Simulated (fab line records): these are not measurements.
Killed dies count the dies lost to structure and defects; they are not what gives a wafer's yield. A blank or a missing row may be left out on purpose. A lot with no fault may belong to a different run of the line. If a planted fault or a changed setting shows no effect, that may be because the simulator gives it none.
Split-lot study | flow gf180mcu | 5 lots, 23 wafers read, on a route of 602 steps

THE SPLIT ITSELF
At GF_PASSIVATION_COAT_06 (resist thk 4000 nm), the setting spinRpm was moved away from the recipe's 2000 rpm on 5 of the 23 wafers read, by -6.2% to -4.3%. All remaining wafers had this setting at the recipe value.

FROM THE SPLIT TO THE READING: what the file shows between them, 4 steps
- GF_PASSIVATION_SOFTBAKE_07
- GF_PASSIVATION_EXPOSE_08: exposes mask Pad, target cd 40000 nm
- GF_PASSIVATION_PEB_09
- GF_PASSIVATION_DEVELOP_10: develop time 60 s

THE READING
coat_of_PASSIVATION_COAT_06.thkNm (the simulator's own value, which no gauge read), in nm, at GF_PASSIVATION_ETCH_11 (etches the open film in CF4/O2, stops on TiN, target depth 1800 nm, time 393.4 s). The file does not state a usual value for it. Here, 18 wafers ran the recipe; their average is 2814 nm with a standard deviation of 13 nm.

wafer  | tool, chamber at the split | spinRpm as run, rpm | against the recipe | coat_of_PASSIVATION_COAT_06.thkNm, nm | against lot-mates on the recipe
L075.2 | lithoTrack-03, 0           | 2000                | recipe             | 2823                                  | -
L075.3 | lithoTrack-03, 0           | 2000                | recipe             | 2825                                  | -
L075.4 | lithoTrack-03, 0           | 2000                | recipe             | 2812                                  | -
L077.1 | lithoTrack-01, 0           | 2000                | recipe             | 2797                                  | -
L077.2 | lithoTrack-01, 0           | 2000                | recipe             | 2785                                  | -
L077.3 | lithoTrack-01, 0           | 2000                | recipe             | 2799                                  | -
L077.4 | lithoTrack-01, 0           | 2000                | recipe             | 2802                                  | -
L077.6 | lithoTrack-01, 0           | 2000                | recipe             | 2802                                  | -
L080.2 | lithoTrack-01, 0           | 1913                | -4.3%              | 2900                                  | +74
L080.3 | lithoTrack-01, 0           | 1913                | -4.3%              | 2926                                  | +100
L080.4 | lithoTrack-01, 0           | 2000                | recipe             | 2821                                  | -
L080.5 | lithoTrack-01, 0           | 1913                | -4.3%              | 2906                                  | +80
L080.6 | lithoTrack-01, 0           | 2000                | recipe             | 2831                                  | -
L081.1 | lithoTrack-03, 0           | 1876                | -6.2%              | 2913                                  | +101
L081.2 | lithoTrack-03, 0           | 2000                | recipe             | 2807                                  | -
L081.3 | lithoTrack-03, 0           | 1876                | -6.2%              | 2933                                  | +121
L081.5 | lithoTrack-03, 0           | 2000                | recipe             | 2820                                  | -
L081.6 | lithoTrack-03, 0           | 2000                | recipe             | 2808                                  | -
L082.2 | lithoTrack-03, 0           | 2000                | recipe             | 2829                                  | -
L082.3 | lithoTrack-03, 0           | 2000                | recipe             | 2821                                  | -
L082.4 | lithoTrack-03, 0           | 2000                | recipe             | 2824                                  | -
L082.5 | lithoTrack-03, 0           | 2000                | recipe             | 2815                                  | -
L082.6 | lithoTrack-03, 0           | 2000                | recipe             | 2832                                  | -

FIT RESULTS
A straight line over all 23 wafers: coat_of_PASSIVATION_COAT_06.thkNm changes by -19.4 nm for each +1% of spinRpm; r = -0.95; the points scatter about the line by 14 nm.
The same after taking each lot's own level away (the mean of its wafers on the recipe; 23 wafers): -18.6 nm for each +1%; r = -0.98; scatter 7.8 nm.
On that fit, the largest move of spinRpm shifts the reading by 1.2e+02 nm.
The span of the lots' own levels, 2797.0 to 2826.0 nm, comes to 2.2 times the standard deviation stated above.
Hence the lot-to-lot level has little effect on the slope; both slopes agree.
Check: for one of the wafers moved furthest among these (-6.2%), held out of the fit, the line's prediction against its lot-mates is +121 nm. Against them it came out at +101 nm.

THE OTHER SPLITS THESE WAFERS WENT THROUGH
Other splits were also applied to these wafers ahead of the reading. Each is held against what the fit with the lots' levels taken away leaves over:
other split on the same wafers | wafers away from the commonest value | r with coat_of_PASSIVATION_COAT_06.thkNm (lot level and that fit taken away)
GF_M5_METAL_ETCH_10 timeS      | 10                                   | -0.23
GF_V5_CVD_00 sih4FlowSccm      | 9                                    | +0.19
GF_V5_EXPOSE_11 doseMj         | 9                                    | +0.09
GF_V5_ETCH_16 pressureMtorr    | 15                                   | +0.06
GF_TOP_METAL_SPUTTER_01 timeS  | 6                                    | -0.07
GF_TOP_METAL_COAT_09 spinRpm   | 9                                    | +0.00
GF_PASSIVATION_CVD_00 timeS    | 6                                    | -0.20

THE WHOLE CHAIN: every reading that the file lists as answering this split, in the file's order
step                    | what it does                                                                     | reading                                                                            | change (the file's fit)              | r (the file's)
GF_PASSIVATION_COAT_06  | resist thk 4000 nm                                                               | coat_of_PASSIVATION_COAT_06.thkNm (the simulator's own value, which no gauge read) | -20.7 nm for each +1% of the setting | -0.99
GF_PASSIVATION_ETCH_11  | etches the open film in CF4/O2, stops on TiN, target depth 1800 nm, time 393.4 s | coat_of_PASSIVATION_COAT_06.thkNm (the simulator's own value, which no gauge read) | -18.4 nm for each +1% of the setting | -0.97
GF_PASSIVATION_STRIP_12 | strips in O2/N2                                                                  | stripTimeToEndpointS                                                               | withheld for each +1% of the setting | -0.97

FILE'S OWN FIT
coat_of_PASSIVATION_COAT_06.thkNm changes by -18.4 nm for each +1% of spinRpm, r = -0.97.
